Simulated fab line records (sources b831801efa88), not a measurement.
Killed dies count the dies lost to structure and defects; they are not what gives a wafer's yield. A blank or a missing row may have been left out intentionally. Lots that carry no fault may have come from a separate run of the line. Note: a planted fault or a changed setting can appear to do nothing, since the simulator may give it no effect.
fab line records ; flow sky130
[record] lots = 5; wafers = 15; last-day = 50
route steps=708 shown METAL2@494 VIA2@507 METAL3@532 PAD_OPEN@708
lots with no fault: from the same line, run without faults
start-h: hours from the record's first day to the start of the lot's first wafer shown ; wait-h: hours elapsed since this lot's preceding step ; " the same as in the row above ; L1.1+2: a single row standing in for several wafers ; - no value, or no start given ; * or withheld: withheld ; < > ~ a bound
route shown NAME@n: NAME is a module with steps in the file, n the number in the route of the first one ; usual: mean and standard deviation over wafers with no fault ; same: alike in all rows ; chamber/n: place in a boat ; sites: per-site readings ; _std_site: standard deviation of those values ; _edge_site: outer sites' mean less inner sites' ; radius-mm: for every site, how far away it sits from the centre of the wafer ; mask NAME#n: copy n ; behind: the most recent tool/chamber to have shaped the wafer ; hold: why the lot was held/for how many hours/how that ended ; device: transistor that didn't switch, given as n, p or np ; end of line: the route-end tests of the same wafers ; a step given without rows: its recipe and nothing more ; killed: the dies lost at the first sort to structure and to defects; this is not the yield of the wafer ; map: per-die view of a wafer (x killed, . not killed, _ where there is no die)
set.NAME: setting as actually run; set.NAME@STEP: the setting as run at that earlier step ; model.NAME: the simulator's own value behind a step, which no gauge read
certain route steps with their lots: each step a table, each wafer a row
services: the hour from which a tool's chamber was out of use, counted from the record's first day as start-h (under 0 if before that day), plus the number of hours and why
[[steps]]
[step SKY_METAL2_SOFTBAKE_11]
[recipe] temp-c = 100; time-s = 90; resist = KrF-thick
[step SKY_METAL2_EXPOSE_12]
[recipe] mask-id = MM2; na = 0.8; source-shape = annular; sigma-inner = 0.55; sigma-outer = 0.85; target-cd-nm = 140; dose-mj = 28
[step SKY_METAL2_PEB_13]
[recipe] peb-temp-c = withheld; peb-time-s = withheld; resist = KrF-thick
[step SKY_METAL2_DEVELOP_14]
[recipe] develop-time-s = 60; resist = KrF-thick; dev-temp-c = 21
[step SKY_METAL2_DESCUM_17]
[recipe] chemistry = O2; source-power-w = 150; bias-power-w = 0; pressure-mtorr = 10; temp-c = 40; time-s = 8
[step SKY_METAL2_ETCH_18]
[recipe] chemistry = N2/H2; target = BARC; ion-energy-ev = 200; bias-w = 100; pressure-mtorr = 30; n2-flow-sccm = 100; h2-flow-sccm = 200; icp-w = 500; stop-on = SiO2; time-s = 45.9; target-depth-a = 600
[step SKY_METAL2_METAL_ETCH_19]
[recipe] target-depth-a = 3600; stop-on = SiO2; over-etch-frac = 0.3; time-s = 78; chemistry = Cl2/BCl3; resist-sidewall-deg = 88; pressure-mtorr = 10; icp-w = 900; bias-w = 48.5; Cl2_flow_sccm = 60; bcl3-flow-sccm = 30
[step SKY_METAL2_STRIP_20]
[recipe] chemistry = O2/N2; power-w = 1400; pressure-mtorr = 1500; platen-temp-c = withheld; o2-flow-sccm = 3000; n2-flow-sccm = 300; overash-fraction = 0.5
[step SKY_METAL2_STRIP_21]
[recipe] chemistry = post-etch-residue-remover; time-s = 1200; temp-c = 72.5
[step SKY_METAL2_CLEAN_22]
[recipe] chemistry = IPA; time-s = 180; temp-c = 25
[step SKY_METAL2_CLEAN_23]
[recipe] chemistry = O3/DIW; dry = n2-spin
lot.wafer;tool;chamber;start-h;wait-h
L217.1+4+6;wet-bench-03;1;932.31;0.0
L220.1+2+3;wet-bench-03;1;954.77;0.0
L222.3+5+6;wet-bench-03;1;964.13;0.0
L223.2+3+4;wet-bench-03;2;973.60;0.0
L224.1+2+4;wet-bench-02;1;974.43;0.0
[step SKY_VIA2_HDPCVD_00]
[recipe] material = SiO2; target-thk-nm = 1180; sigma-open-frac = 0.3; time-s = 196.7; temp-c = 400; sih4-flow-sccm = 60; pressure-mtorr = 6
[step SKY_VIA2_CMP_02]
[recipe] material = SiO2; down-force-psi = 4; platen-rpm = 60; pad-velocity-m-s = 0.94248
[step SKY_VIA2_DEHYDRATE_04]
[recipe] temp-c = 200; time-s = 60
[step SKY_VIA2_HMDS_05]
[recipe] prime-time-s = 60; prime-temp-c = 120
[step SKY_VIA2_COAT_06]
[recipe] resist = BARC; temp-c = withheld; time-s = withheld; spin-rpm = 3000; resist-thk-nm = 60
[step SKY_VIA2_COAT_07]
[recipe] resist = KrF-thick; spin-rpm = 3000; resist-thk-nm = 450
[step SKY_VIA2_SOFTBAKE_08]
[recipe] temp-c = 100; time-s = 90; resist = KrF-thick
[step SKY_VIA2_EXPOSE_09]
[recipe] mask-id = VIM2; na = 0.8; source-shape = annular; sigma-inner = 0.55; sigma-outer = 0.85; target-cd-nm = 200; dose-mj = 38
[step SKY_VIA2_PEB_10]
[recipe] peb-temp-c = withheld; peb-time-s = withheld; resist = KrF-thick
[step SKY_VIA2_DEVELOP_11]
[recipe] develop-time-s = 60; resist = KrF-thick; dev-temp-c = 21
[step SKY_VIA2_ETCH_14]
[recipe] chemistry = N2/H2; target = BARC; ion-energy-ev = 200; source-w = 500; bias-w = 100; pressure-mtorr = 30; n2-flow-sccm = 100; h2-flow-sccm = 200; stop-on = SiO2; time-s = 45.9; target-depth-a = 600
[step SKY_VIA2_ETCH_15]
[recipe] target = SiO2; chemistry = C4F8/O2/Ar; target-depth-nm = 546; stop-on = TiN; mask-material = KrF-thick; source-w = 1500; bias-w = 1200; pressure-mtorr = 40; c4f8-flow-sccm = withheld; O2_flow_sccm = 6; Ar_flow_sccm = 300; time-s = 84
[step SKY_VIA2_STRIP_16]
[recipe] chemistry = O2/N2; power-w = 1400; pressure-mtorr = 1500; platen-temp-c = withheld; o2-flow-sccm = 3000; n2-flow-sccm = 300; overash-fraction = 0.5
[step SKY_VIA2_STRIP_17]
[recipe] chemistry = post-etch-residue-remover; time-s = 1200; temp-c = 72.5
[step SKY_VIA2_CLEAN_18]
[recipe] chemistry = IPA; time-s = 180; temp-c = 25
[step SKY_VIA2_CLEAN_19]
[recipe] chemistry = O3/DIW; dry = n2-spin
[step SKY_VIA2_SPUTTER_20]
[recipe] material = TiN; target-thk-nm = 20; chamber-pressure-pa = 5; power-w = 4000; time-s = 80
[step SKY_VIA2_CVD_21]
[recipe] material = W; target-thk-nm = 420; time-s = 126.4; temp-c = 400; pressure-torr = 40
[step SKY_VIA2_CMP_24]
[recipe] stop-on = SiO2; t-overpolish-s = 20; down-force-psi = 3.5; platen-rpm = 60; target-thk-nm = 0; pad-velocity-m-s = 0.94248
[step SKY_METAL3_SPUTTER_00]
[recipe] material = Ti; target-thk-nm = 15; power-w = 3000; time-s = 10; chamber-pressure-pa = 0.4
[step SKY_METAL3_SPUTTER_01]
[recipe] material = TiN; target-thk-nm = 20; power-w = 6500; time-s = 16.7; chamber-pressure-pa = 0.4
[step SKY_METAL3_SPUTTER_02]
[recipe] material = AlCu; target-thk-nm = 735; power-w = 10600; time-s = 39.1; chamber-pressure-pa = 0.4
[step SKY_METAL3_SPUTTER_03]
[recipe] material = Ti; target-thk-nm = 5; power-w = 3000; time-s = 3.3; chamber-pressure-pa = 0.4
[step SKY_PAD_OPEN_PROBE_99]
[usual] defect-limited-yield = 82.4/2; killed_at_M0_to_M3 = 44/7.4; killed_at_M4_up = 3.1/1.8; killed-at-contacts = 24/5.6; killed-at-front-end = 15/4.9; killed-at-other = 0.4/0.59; killed-dies = 87/9.8; killed-open = 47/7.2; killed-short = 39/6.8; sort_bin_3_pad_short = 0.9/0.41; sort_bin_5_function = 10.3/1.6; sort_bin_6_memory = 6.5/1.1; sort-n-pass = 405/9.8; sort-yield-pct = 82.4/2
[same] gross-dies = 492; killed-at-back-side = 0; sort_bin_4_leakage[%] = 0; sort_bin_8_speed[%] = 0
lot.wafer;tool;chamber;start-h;wait-h;defect-limited-yield[%];killed_at_M0_to_M3;killed_at_M4_up;killed-at-contacts;killed-at-front-end;killed-at-other;killed-dies;killed-open;killed-short;sort_bin_3_pad_short[%];sort_bin_5_function[%];sort_bin_6_memory[%];sort-n-pass;sort-yield-pct[%];model.etest.tester.sort-n-pass;model.etest.tester.sort-yield-pct;model.etest.tester.sort_bin_5_pct;model.etest.tester.sort_bin_3_pct
L217.1;prober-02;-;1163.31;0.1;79.7;57;1;22;20;0;100;58;42;0.4;14.0;5.9;392;79.7;392;79.67;14.02;0.4065
L217.4;prober-02;-;1163.46;0.2;81.5;43;1;20;27;0;91;56;35;0.4;10.6;7.5;401;81.5;401;81.5;10.57;0.4065
L217.6;prober-02;-;1163.56;0.2;85.2;42;4;15;12;0;73;34;39;0.6;9.6;4.7;419;85.2;419;85.16;9.553;0.6098
L220.1;prober-01;-;1177.98;0.1;72.0;91;3;35;8;1;138;49;28;4.1;16.3;7.7;354;72.0;354;71.95;16.26;4.065
L220.2;prober-01;-;1178.03;0.1;70.3;110;3;19;14;0;146;43;39;4.3;18.7;6.7;346;70.3;346;70.33;18.7;4.268
L220.3;prober-01;-;1178.08;0.2;73.2;90;3;21;17;1;132;50;25;3.9;15.2;7.7;360;73.2;360;73.17;15.24;3.862
L222.3;prober-01;-;1184.79;0.2;72.8;92;3;30;9;0;134;37;32;4.1;17.3;5.9;358;72.8;358;72.76;17.28;4.065
L222.5;prober-01;-;1184.89;0.2;73.0;104;5;18;6;0;133;39;27;3.7;17.1;6.3;359;73.0;359;72.97;17.07;3.659
L222.6;prober-01;-;1184.94;0.2;68.1;118;1;30;8;0;157;44;48;4.7;18.5;8.7;335;68.1;335;68.09;18.5;4.675
L223.2;prober-02;-;1189.84;0.1;73.8;93;1;19;16;0;129;45;30;4.1;13.6;8.5;363;73.8;363;73.78;13.62;4.065
L223.3;prober-02;-;1189.89;0.2;75.2;83;1;25;12;1;122;40;29;5.1;13.0;6.7;370;75.2;370;75.2;13.01;5.081
L223.4;prober-02;-;1189.94;0.2;72.6;90;3;20;20;2;135;32;46;4.7;15.9;6.9;357;72.6;357;72.56;15.85;4.675
L224.1;prober-01;-;1190.82;0.1;79.9;49;7;28;15;0;99;57;42;0;12.4;7.7;393;79.9;393;79.88;12.4;0
L224.2;prober-01;-;1190.87;0.1;83.3;40;1;24;16;1;82;46;36;0.8;9.3;6.5;410;83.3;410;83.33;9.35;0.813
L224.4;prober-01;-;1190.97;0.2;81.5;43;2;24;22;0;91;48;43;0.6;11.2;6.7;401;81.5;401;81.5;11.18;0.6098
// killed by level:class
L217.1 VIA1:geometric-particle:open=11 VIA3:geometric-particle:open=11 CONTACT:geometric-particle:open=10 POLY_GATE:geometric-particle:open=6 METAL1:geometric-particle:short=6 LI_CONTACT:geometric-particle:open=5 CONTACT:geometric-particle:short=5 METAL2:geometric-particle:short=5
L217.4 VIA1:geometric-particle:open=13 LI_CONTACT:geometric-particle:open=9 FIELD_ISO:geometric-particle:open=8 CONTACT:geometric-particle:open=7 METAL2:geometric-particle:short=7 POLY_GATE:geometric-particle:open=6 VIA2:geometric-particle:open=6 METAL3:geometric-particle:short=4
L217.6 VIA3:geometric-particle:open=7 VIA1:geometric-particle:short=7 VIA1:geometric-particle:open=6 METAL2:geometric-particle:short=6 POLY_GATE:geometric-particle:short=5 LI_CONTACT:geometric-particle:open=5 CONTACT:geometric-particle:short=5 CONTACT:geometric-particle:open=5
L220.1 METAL2:unspecified=60 LI_CONTACT:geometric-particle:open=12 CONTACT:geometric-particle:open=12 VIA1:geometric-particle:open=8 VIA3:geometric-particle:open=6 VIA3:geometric-particle:short=4 CONTACT:geometric-particle:short=4 LI_CONTACT:geometric-particle:short=3
L220.2 METAL2:unspecified=64 VIA1:geometric-particle:open=9 VIA2:geometric-particle:open=8 VIA3:geometric-particle:open=8 METAL1:geometric-particle:short=7 VIA2:geometric-particle:short=7 LI_CONTACT:geometric-particle:open=5 LI_CONTACT:geometric-particle:short=4
L220.3 METAL2:unspecified=57 CONTACT:geometric-particle:open=9 VIA3:geometric-particle:open=8 FIELD_ISO:geometric-particle:open=7 LI_CONTACT:geometric-particle:open=7 VIA1:geometric-particle:open=7 VIA2:geometric-particle:open=4 METAL1:geometric-particle:short=4
L222.3 METAL2:unspecified=65 CONTACT:geometric-particle:open=13 CONTACT:geometric-particle:short=8 VIA1:geometric-particle:open=8 LI_CONTACT:geometric-particle:open=4 LOCAL_INTERCONNECT:geometric-particle:short=4 METAL2:geometric-particle:short=4 METAL1:geometric-particle:short=4
L222.5 METAL2:unspecified=67 VIA1:geometric-particle:open=10 CONTACT:geometric-particle:open=6 METAL3:geometric-particle:short=5 LI_CONTACT:geometric-particle:open=4 METAL1:geometric-particle:short=4 METAL2:geometric-particle:short=4 VIA3:geometric-particle:open=4
L222.6 METAL2:unspecified=65 METAL1:geometric-particle:short=13 CONTACT:geometric-particle:short=9 CONTACT:geometric-particle:open=8 VIA1:geometric-particle:short=8 VIA3:geometric-particle:open=8 LOCAL_INTERCONNECT:geometric-particle:short=7 VIA2:geometric-particle:open=6
L223.2 METAL2:unspecified=54 VIA1:geometric-particle:open=11 LI_CONTACT:geometric-particle:open=8 METAL2:geometric-particle:short=7 POLY_GATE:geometric-particle:short=6 VIA2:geometric-particle:open=6 FIELD_ISO:geometric-particle:open=4 CONTACT:geometric-particle:open=4
L223.3 METAL2:unspecified=53 LI_CONTACT:geometric-particle:open=10 CONTACT:geometric-particle:short=7 CONTACT:geometric-particle:open=7 VIA3:geometric-particle:open=5 METAL1:geometric-particle:short=4 VIA1:geometric-particle:open=4 METAL2:geometric-particle:short=4
L223.4 METAL2:unspecified=56 FIELD_ISO:geometric-particle:short=7 VIA1:geometric-particle:open=7 VIA3:geometric-particle:short=7 POLY_GATE:geometric-particle:short=5 LOCAL_INTERCONNECT:geometric-particle:short=5 CONTACT:geometric-particle:open=5 VIA3:geometric-particle:open=5
L224.1 VIA1:geometric-particle:open=12 LI_CONTACT:geometric-particle:open=11 METAL1:geometric-particle:short=6 VIA3:geometric-particle:open=6 VIA2:geometric-particle:open=6 CONTACT:geometric-particle:open=5 FIELD_ISO:geometric-particle:short=4 LOCAL_INTERCONNECT:geometric-particle:short=4
L224.2 LI_CONTACT:geometric-particle:open=12 VIA2:geometric-particle:open=8 CONTACT:geometric-particle:open=6 METAL1:geometric-particle:short=5 SPACER:geometric-particle:short=5 VIA1:geometric-particle:open=5 VIA2:geometric-particle:short=5 POLY_GATE:geometric-particle:open=4
L224.4 VIA1:geometric-particle:open=13 VIA2:geometric-particle:open=8 FIELD_ISO:geometric-particle:short=7 CONTACT:geometric-particle:open=6 VIA1:geometric-particle:short=6 VIA3:geometric-particle:open=6 LI_CONTACT:geometric-particle:short=5 LI_CONTACT:geometric-particle:open=5
// map L220.2 (x killed, . not)
__________xx.x.x...x_________
________xx.x.........._______
______.xxxxxxxxx......x._____
_____.xxxxxxxx..xxx.x.x..____
____.xxxxxxxxxxx.......x.x___
___....xxxxxxxxx...........__
__.x...xxxxxxxxx............_
_.x..xxxxxxxxxxx.........x...
_.....xx.xxxxx...xx.x........
_..x......x.x.xx..x.x....x...
_.......x..x......x....x.x...
_.x...x........x..x...x.x....
_...x...xx.x.x...............
_.....x.x...xx.........x....x
_....x................xxx....
__........................xx_
___.xx...x..x...x..........__
____x.....x.x..x...x...x..___
_____x.x............xx...____
______...x......xx......_____
________...........xxx_______
__________x.x....x.._________
// map L222.6 (x killed, . not)
__________.x.x.....x_________
________.xxxx.x......._______
______..xxxxxxxx...x...._____
_____...xxxxxxx...x......____
____...xxxxxxxxxxx..xx....___
___...xxxxxxxxxxx......x...__
__x...xxxxxxxxxxx..x.x......_
_..x..x.xxxxxxxx....x.x..x...
_......xxxxxxxx...x..x..x....
_...x..xxxxxx..x.x.x...x.xxx.
_...x.........x....xx.xx.....
_.x..x..........x.......x....
_..........x....xxx.xx..x..x.
_..........xx...x.xx.........
_......x......x...x..........
__......x.....xx.x.....xxxx._
___.x....x....xxx..........__
____x...............x.....___
_____..........xx.x.x.x..____
______...x.....x..x....._____
________.x..x.x.....x._______
__________x.x......._________
[[services]]
tool;chamber;start-h;hours;kind
wet-bench-02;-;936.22;0.5;repair
wet-bench-03;-;967.77;1.7;repair
[[key]]
[first-sign] step = SKY_PAD_OPEN_PROBE_99; reading = sort_bin_3_pad_short; direction = up; sigmas = 8.2; usual = 0.9; struck = 4.3
[effect] step = SKY_PAD_OPEN_PROBE_99; reading = killed_at_M0_to_M3; direction = up; sigmas = 7.1; usual = 44; struck = 97
[model-effect] step = SKY_PAD_OPEN_PROBE_99; value = etest.tester.sort-n-pass; without = 407.3; struck = 355.8
met-at SKY_METAL2_CLEAN_23
struck-wafers L220.1,L220.2,L220.3,L222.3,L222.5,L222.6,L223.2,L223.3,L223.4
onset-between 932.31 954.77
[fault] kind = chamber-particle-source; tool = wet-bench-03; chamber = -; onset-h = 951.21; steps = SKY_METAL2_CLEAN_23; rate-per-visit-cm2 = 1.6512; end-h = 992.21
